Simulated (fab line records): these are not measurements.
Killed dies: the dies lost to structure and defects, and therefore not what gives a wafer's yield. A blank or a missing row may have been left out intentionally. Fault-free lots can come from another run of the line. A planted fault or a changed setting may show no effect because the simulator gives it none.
Which tool was responsible? + flow sky130 + 24 lots with 72 wafers sampled at 6 steps, on a route of 708 steps

== WHAT THE GAUGES READ, wafer by wafer ==
SKY_METAL2_THK_MEAS_06: measures by xrf. Usual: METAL2_ALCU_THK gives 246.3 nm (standard deviation 2.9).
| lot  | measured     | on            | METAL2_ALCU_THK (nm) | flag |
|------|--------------|---------------|----------------------|------|
| L074 | day 33 15:50 | film metro-04 | 242.9 242.8 246.9    |      |
| L075 | day 34 09:23 | film metro-03 | 244.4 243.7 243.1    |      |
| L076 | day 34 13:10 | film metro-04 | 248.8 247.0 249.2    |      |
| L077 | day 34 20:17 | film metro-03 | 248.7 249.1 245.5    |      |
| L078 | day 35 05:32 | film metro-04 | 248.6 250.4 251.7    |      |
| L079 | day 35 17:19 | film metro-03 | 245.0 249.6 247.4    |      |
| L082 | day 36 12:10 | film metro-01 | 240.5 236.2 241.8    |      |
| L081 | day 36 13:33 | film metro-01 | 242.0 245.4 245.4    |      |
| L080 | day 36 14:29 | film metro-04 | 245.4 244.3 240.9    |      |
| L083 | day 37 01:55 | film metro-03 | 249.0 246.7 248.6    |      |
| L084 | day 37 10:54 | film metro-03 | 247.2 250.6 250.5    |      |
| L085 | day 37 13:57 | film metro-03 | 247.8 248.5 247.5    |      |
| L086 | day 37 21:55 | film metro-04 | 244.8 246.4 247.8    |      |
| L087 | day 38 01:19 | film metro-01 | 245.4 247.4 245.0    |      |
| L088 | day 38 08:51 | film metro-03 | 246.6 242.0 245.5    |      |
| L089 | day 38 18:20 | film metro-03 | 247.0 250.2 247.9    |      |
| L090 | day 39 05:04 | film metro-03 | 247.3 243.5 249.5    |      |
| L091 | day 39 09:05 | film metro-04 | 245.8 250.1 250.2    |      |
| L092 | day 39 12:00 | film metro-01 | 247.4 247.1 246.2    |      |
| L093 | day 39 19:04 | film metro-04 | 248.1 250.1 247.2    |      |
| L094 | day 40 00:01 | film metro-04 | 244.5 247.8 247.4    |      |
| L095 | day 40 05:07 | film metro-04 | 244.4 244.6 245.8    |      |
| L096 | day 40 16:57 | film metro-04 | 245.0 243.2 244.3    |      |
| L097 | day 42 06:25 | film metro-01 | 250.3 249.3 249.5    |      |

SKY_METAL3_OVL_MEAS_14. Usual: METAL3_OVL gives 0 nm (standard deviation 4.8).
| lot  | measured     | on         | METAL3_OVL (nm) | flag |
|------|--------------|------------|-----------------|------|
| L074 | day 38 03:29 | overlay-01 | 1 3 0           |      |
| L075 | day 38 21:47 | overlay-01 | -8 0 -8         |      |
| L076 | day 39 00:46 | overlay-01 | -1 1 -2         |      |
| L077 | day 39 07:05 | overlay-02 | -2 -3 0         |      |
| L078 | day 39 14:38 | overlay-02 | 0 -6 0          |      |
| L079 | day 40 01:58 | overlay-02 | 1 -2 -5         |      |
| L082 | day 40 18:51 | overlay-01 | -1 5 -3         |      |
| L081 | day 40 20:00 | overlay-01 | 0 -5 -6         |      |
| L080 | day 40 21:02 | overlay-02 | 3 2 8           |      |
| L083 | day 41 07:16 | overlay-02 | 0 -5 -3         |      |
| L084 | day 41 12:08 | overlay-02 | 8 -7 3          |      |
| L085 | day 41 16:38 | overlay-01 | 1 -2 4          |      |
| L086 | day 41 23:46 | overlay-01 | 0 5 2           |      |
| L087 | day 42 05:17 | overlay-02 | 2 5 7           |      |
| L088 | day 42 09:36 | overlay-01 | -3 -1 3         |      |
| L089 | day 42 18:23 | overlay-02 | -2 -4 2         |      |
| L090 | day 43 07:50 | overlay-01 | -2 -1 0         |      |
| L091 | day 43 12:37 | overlay-02 | -3 -1 1         |      |
| L092 | day 43 12:58 | overlay-01 | -3 -3 2         |      |
| L093 | day 44 05:08 | overlay-02 | 0 3 0           |      |
| L094 | day 44 07:42 | overlay-02 | 4 -4 -5         |      |
| L095 | day 44 10:35 | overlay-02 | -3 -9 0         |      |
| L096 | day 44 13:43 | overlay-02 | 8 12 0          |      |
| L097 | day 46 02:44 | overlay-02 | -1 6 -2         |      |

SKY_CAP2M_OVL_MEAS_12. Usual: CAP2M_OVL gives -0.8 nm (standard deviation 1.4).
| lot  | measured     | on         | CAP2M_OVL (nm) | flag |
|------|--------------|------------|----------------|------|
| L074 | day 40 08:35 | overlay-01 | -3.5 -1.0 -2.5 |      |
| L075 | day 41 01:32 | overlay-01 | -0.4 0.0 -1.3  |      |
| L076 | day 41 04:18 | overlay-02 | 0.8 2.4 0.5    |      |
| L077 | day 41 09:05 | overlay-02 | -0.6 -2.0 -1.6 |      |
| L078 | day 41 14:46 | overlay-02 | 0.8 0.6 0.1    |      |
| L079 | day 42 02:37 | overlay-01 | -2.9 0.0 -2.0  |      |
| L082 | day 43 05:35 | overlay-01 | -1.7 0.1 -2.8  |      |
| L081 | day 43 06:13 | overlay-01 | -1.3 -1.7 -2.4 |      |
| L080 | day 43 06:36 | overlay-02 | 0.3 -1.1 -1.0  |      |
| L083 | day 43 12:11 | overlay-01 | 0.7 -1.6 -0.8  |      |
| L084 | day 43 13:53 | overlay-01 | -1.9 -2.7 -3.4 |      |
| L085 | day 43 16:47 | overlay-02 | -0.2 -0.1 -2.1 |      |
| L086 | day 43 22:34 | overlay-02 | -0.1 -1.3 -1.0 |      |
| L087 | day 44 06:26 | overlay-01 | -2.0 -1.9 -2.6 |      |
| L088 | day 44 11:05 | overlay-01 | -3.5 -2.3 -2.5 |      |
| L089 | day 44 18:01 | overlay-02 | 0.0 0.3 3.0    |      |
| L090 | day 45 08:35 | overlay-02 | 0.8 -2.1 -2.1  |      |
| L091 | day 45 12:49 | overlay-02 | -1.3 -1.9 -1.3 |      |
| L092 | day 45 13:41 | overlay-01 | -1.2 -0.6 -1.2 |      |
| L093 | day 46 03:04 | overlay-02 | 0.7 1.3 -2.1   |      |
| L094 | day 46 06:16 | overlay-01 | -0.4 -0.3 -2.2 |      |
| L095 | day 46 07:47 | overlay-02 | 0.1 -0.2 -1.0  |      |
| L096 | day 46 10:59 | overlay-01 | -0.5 -0.5 -1.3 |      |
| L097 | day 47 22:05 | overlay-01 | -0.7 -1.2 0.3  |      |

SKY_VIA4_BOW_MEAS_03. Usual: VIA4_BOW gives 79 um (standard deviation 9.3).
| lot  | measured     | on            | VIA4_BOW (um) | flag |
|------|--------------|---------------|---------------|------|
| L074 | day 41 12:58 | film metro-04 | 75 75 79      |      |
| L075 | day 41 23:31 | film metro-04 | 84 80 87      |      |
| L076 | day 42 02:41 | film metro-02 | 84 82 86      |      |
| L077 | day 42 10:10 | film metro-02 | 71 74 72      |      |
| L078 | day 42 15:52 | film metro-02 | 86 83 79      |      |
| L079 | day 43 03:29 | film metro-04 | 87 89 99      |      |
| L082 | day 44 06:18 | film metro-01 | 73 79 73      |      |
| L081 | day 44 07:22 | film metro-01 | 78 56 66      |      |
| L080 | day 44 07:47 | film metro-04 | 78 81 79      |      |
| L083 | day 44 13:04 | film metro-04 | 68 81 74      |      |
| L084 | day 44 14:52 | film metro-01 | 80 69 84      |      |
| L085 | day 44 16:55 | film metro-02 | 89 91 87      |      |
| L086 | day 44 23:13 | film metro-02 | 86 85 78      |      |
| L087 | day 45 07:20 | film metro-04 | 80 68 80      |      |
| L088 | day 45 11:14 | film metro-02 | 86 86 88      |      |
| L089 | day 45 16:42 | film metro-02 | 72 70 63      |      |
| L090 | day 46 07:56 | film metro-01 | 66 74 72      |      |
| L091 | day 46 12:43 | film metro-02 | 78 84 87      |      |
| L092 | day 46 13:19 | film metro-04 | 64 56 56      |      |
| L093 | day 47 01:14 | film metro-01 | 68 85 77      |      |
| L094 | day 47 04:55 | film metro-02 | 81 82 74      |      |
| L095 | day 47 06:31 | film metro-04 | 78 90 81      |      |
| L096 | day 47 09:55 | film metro-04 | 91 81 77      |      |
| L097 | day 48 18:23 | film metro-01 | 58 82 76      |      |

== TOOL THAT RAN EACH LOT (tool first, then ch and the chambers of the sampled wafers, then the start) ==
| lot  | SKY_CAPM_STRIP_14                    | SKY_VIA4_CMP_02               |
|------|--------------------------------------|-------------------------------|
| L074 | plasma asher-02 ch 0,1, day 37 01:54 | cmp-02 ch 0,3, day 41 12:38   |
| L075 | plasma asher-01 ch 0,1, day 37 19:06 | cmp-02 ch 0,1,2, day 41 23:13 |
| L076 | plasma asher-01 ch 0,1, day 37 22:29 | cmp-01 ch 0,1, day 42 02:22   |
| L077 | plasma asher-03 ch 0,1, day 38 05:13 | cmp-02 ch 0,1,2, day 42 09:58 |
| L078 | plasma asher-03 ch 0,1, day 38 13:25 | cmp-01 ch 0,3, day 42 15:34   |
| L079 | plasma asher-01 ch 0,1, day 39 01:36 | cmp-01 ch 0,1,2, day 43 03:14 |
| L082 | plasma asher-03 ch 0, day 39 18:39   | cmp-01 ch 0,2,3, day 44 06:03 |
| L081 | plasma asher-01 ch 0,1, day 39 19:28 | cmp-01 ch 2,3, day 44 07:05   |
| L080 | plasma asher-02 ch 0,1, day 39 20:29 | cmp-01 ch 2,3, day 44 07:30   |
| L083 | plasma asher-01 ch 0,1, day 40 08:10 | cmp-01 ch 0,2,3, day 44 12:45 |
| L084 | plasma asher-01 ch 0,1, day 40 15:36 | cmp-02 ch 1,2,3, day 44 14:42 |
| L085 | plasma asher-03 ch 0,1, day 40 19:30 | cmp-02 ch 1,2, day 44 16:37   |
| L086 | plasma asher-02 ch 0,1, day 41 03:04 | cmp-02 ch 0,1,2, day 44 23:00 |
| L087 | plasma asher-03 ch 0,1, day 41 05:46 | cmp-01 ch 0,1, day 45 07:02   |
| L088 | plasma asher-01 ch 0,1, day 41 09:52 | cmp-01 ch 0,2, day 45 10:59   |
| L089 | plasma asher-03 ch 0,1, day 41 18:12 | cmp-01 ch 1,3, day 45 16:22   |
| L090 | plasma asher-03 ch 0,1, day 42 08:18 | cmp-01 ch 0,2,3, day 46 07:41 |
| L091 | plasma asher-01 ch 0, day 42 13:19   | cmp-02 ch 1,3, day 46 12:25   |
| L092 | plasma asher-02 ch 0,1, day 42 13:48 | cmp-02 ch 0,1,3, day 46 13:01 |
| L093 | plasma asher-02 ch 0,1, day 43 05:40 | cmp-01 ch 0,2,3, day 47 00:56 |
| L094 | plasma asher-02 ch 0,1, day 43 08:01 | cmp-02 ch 2,3, day 47 04:37   |
| L095 | plasma asher-01 ch 0,1, day 43 11:58 | cmp-02 ch 0,1,3, day 47 06:13 |
| L096 | plasma asher-02 ch 0,1, day 43 14:18 | cmp-01 ch 0,1,3, day 47 09:40 |
| L097 | plasma asher-02 ch 0,1, day 45 05:46 | cmp-02 ch 0,3, day 48 18:04   |
- SKY_CAPM_STRIP_14: strips in O2/N2.
- SKY_VIA4_CMP_02: polishes SiO2.

== WHAT THE TOOLS THEMSELVES READ (means of the sampled wafers that have a number; where no wafer has one, the mark that the record gives instead) ==
SKY_CAPM_STRIP_14. Usual: drypump motor current A 6.0 A, standard deviation 0.32; oes product au 0.710 a.u., standard deviation 0.0046; strip time to endpoint s 12.68 s, standard deviation 0.049.
| lot  | tool            | drypump motor current A (A) | oes product au (a.u.) | strip time to endpoint s (s) | flag |
|------|-----------------|-----------------------------|-----------------------|------------------------------|------|
| L074 | plasma asher-02 | 6.1                         | 0.709                 | 12.63                        |      |
| L075 | plasma asher-01 | 6.0                         | 0.713                 | 12.69                        |      |
| L076 | plasma asher-01 | 5.7                         | 0.713                 | 12.71                        |      |
| L077 | plasma asher-03 | 6.1                         | 0.707                 | 12.71                        |      |
| L078 | plasma asher-03 | 6.1                         | 0.706                 | 12.62                        |      |
| L079 | plasma asher-01 | 6.0                         | 0.713                 | 12.70                        |      |
| L082 | plasma asher-03 | 6.3                         | 0.709                 | 12.56                        |      |
| L081 | plasma asher-01 | 6.0                         | 0.712                 | 12.70                        |      |
| L080 | plasma asher-02 | 6.2                         | 0.708                 | 12.74                        |      |
| L083 | plasma asher-01 | 6.0                         | 0.713                 | 12.60                        |      |
| L084 | plasma asher-01 | 5.8                         | 0.715                 | 12.69                        |      |
| L085 | plasma asher-03 | 5.8                         | 0.708                 | 12.74                        |      |
| L086 | plasma asher-02 | 6.2                         | 0.706                 | 12.72                        |      |
| L087 | plasma asher-03 | 6.1                         | 0.713                 | 12.70                        |      |
| L088 | plasma asher-01 | 5.8                         | 0.713                 | 12.67                        |      |
| L089 | plasma asher-03 | 5.8                         | 0.710                 | 12.67                        |      |
| L090 | plasma asher-03 | 5.8                         | 0.713                 | 12.68                        |      |
| L091 | plasma asher-01 | 5.5                         | 0.716                 | 12.66                        |      |
| L092 | plasma asher-02 | 6.1                         | 0.707                 | 12.61                        |      |
| L093 | plasma asher-02 | 6.1                         | 0.709                 | 12.71                        |      |
| L094 | plasma asher-02 | 6.2                         | 0.714                 | 12.76                        |      |
| L095 | plasma asher-01 | 6.1                         | 0.705                 | 12.68                        |      |
| L096 | plasma asher-02 | 6.1                         | 0.708                 | 12.64                        |      |
| L097 | plasma asher-02 | 6.1                         | 0.710                 | 12.68                        |      |

SKY_VIA4_CMP_02. Usual: motor current A reads 12.4 A (standard deviation 0.88).
| lot  | tool   | motor current A (A) | flag |
|------|--------|---------------------|------|
| L074 | cmp-02 | 12.3                |      |
| L075 | cmp-02 | 13.0                |      |
| L076 | cmp-01 | 12.3                |      |
| L077 | cmp-02 | 12.8                |      |
| L078 | cmp-01 | 11.9                |      |
| L079 | cmp-01 | 12.0                |      |
| L082 | cmp-01 | 12.0                |      |
| L081 | cmp-01 | 12.0                |      |
| L080 | cmp-01 | 12.4                |      |
| L083 | cmp-01 | 11.7                |      |
| L084 | cmp-02 | 12.7                |      |
| L085 | cmp-02 | 13.0                |      |
| L086 | cmp-02 | 13.3                |      |
| L087 | cmp-01 | 12.0                |      |
| L088 | cmp-01 | 11.0                |      |
| L089 | cmp-01 | 13.0                |      |
| L090 | cmp-01 | 11.9                |      |
| L091 | cmp-02 | 12.6                |      |
| L092 | cmp-02 | 13.0                |      |
| L093 | cmp-01 | 11.8                |      |
| L094 | cmp-02 | 12.6                |      |
| L095 | cmp-02 | 12.8                |      |
| L096 | cmp-01 | 11.9                |      |
| L097 | cmp-02 | 12.1                |      |

== THE ANSWER, worked out from the rows above alone ==
Rule: lot off if the mean of its wafers having a number is beyond 3 standard deviations from the usual mean. A lot without any number at a reading at which 4 lots or more have one is off too. All remaining lots with rows at the step are treated as sound. After the gauges, taken in route order, come the tools' own readings; for these a lot's mean is taken, as printed above. At the first step where some lot is off, the reading lying furthest off is the one used; lots without a number count as furthest.
No lot is off at any reading shown: from this, nothing can be told.

== WHAT THE SIMULATOR PUT IN ==
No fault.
